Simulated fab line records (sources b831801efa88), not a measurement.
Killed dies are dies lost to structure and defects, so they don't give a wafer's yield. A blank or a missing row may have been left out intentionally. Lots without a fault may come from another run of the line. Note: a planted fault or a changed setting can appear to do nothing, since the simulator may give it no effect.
Problem report in the 8D (eight disciplines) form, filled by code -- flow sky130 -- the parts of the form that need people (team, actions taken, sign-off) are left out

== 1. THE PROBLEM ==
Mean SONOS_ONO_CVD_02_THK at SKY_SONOS_ONO_THK_MEAS_03: 7.78 nm over 9 wafers in 3 lots; fault-free wafers: 10.52 nm, standard deviation 0.12. Relative to the usual mean, that is a shift of -23 standard deviations.
Seen first at day 13 19:52 on film_metro-03, wafer L156.3. Wafers with a number at this step in the record: 39, from 13 lots. By rule, "out" or "out of limits" means more than 4 standard deviations away from the usual mean. The rest of the wafers with a number are treated as sound.

== 2. WHAT IT IS AND WHAT IT IS NOT ==
question,is,is not
which readings at this step,SONOS_ONO_CVD_02_THK,-
which lots,"L156, L157, L158","L152, L154, L155, L164, L165, L166, L167, L169, L173, L174"
which wafers of those lots,all that have a number,-
read on which gauges,film_metro-03,"film_metro-01, film_metro-02"
when,from day 13 19:52,"up to then (9 sound wafers); but 21 sound wafers of L164, L165, L166, L167, L169, L173, L174 came after"

== 3. THE SUSPECTS, EACH WITH WHAT RULES IT OUT ==
Counting: a tool stays on the suspect list if, at a process step up to the reading, it processed all lots that are out and no sound lot following the first of them.
- the gauge at SKY_SONOS_ONO_THK_MEAS_03: kept. All the wafers that are out were read on film_metro-03, and no step on other tools shows them out.
- lpcvd-02 at SKY_SONOS_ONO_CVD_02 (deposits Si3N4 from DCS/NH3, target thk 10.5 nm, time 180 s): ruled out as a lasting fault. Sound lots L164, L165, L166, L167, L169, L173, L174 ran on it after its first lot that is out, L156 (day 13 18:48).
The count leaves film_metro-03 at SKY_SONOS_ONO_THK_MEAS_03.

== 4. THE CAUSE (what the simulator had put in) ==
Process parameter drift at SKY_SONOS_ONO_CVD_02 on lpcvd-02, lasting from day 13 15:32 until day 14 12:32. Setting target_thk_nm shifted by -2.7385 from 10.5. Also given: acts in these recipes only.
It was ruled out by counting, in error; the rule expects a fault to strike all lots run on its tool from its start on, and this fault did not.

== 5. THE EFFECT CHAIN, in route order ==
One row per reading whose mean, taken over the struck wafers that have a number, lies over 3 standard deviations from the usual. Readings are gone through only where the record gives a usual standard deviation; hours: the median, over the lots, of the time from a lot's start at the first step in this table giving one to that lot's start at this step; sigmas: the change measured in usual standard deviations.
hours,step,reading,usual,on struck wafers,change,sigmas
0,SKY_SONOS_ONO_THK_MEAS_03,SONOS_ONO_CVD_02_THK,10.52 nm,7.78,-2.74,-23
Later steps that measure or inspect, where all struck wafers having a row at the step show a number for every such reading and not one has moved that far: SKY_LDD_HVN_OVL_MEAS_07.

== 6. HOW IT WOULD HAVE BEEN CAUGHT EARLIER ==
The first out-of-limits reading at a measuring or inspecting step in this record came at day 13 19:52, 4 hours after the fault's start at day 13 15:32.
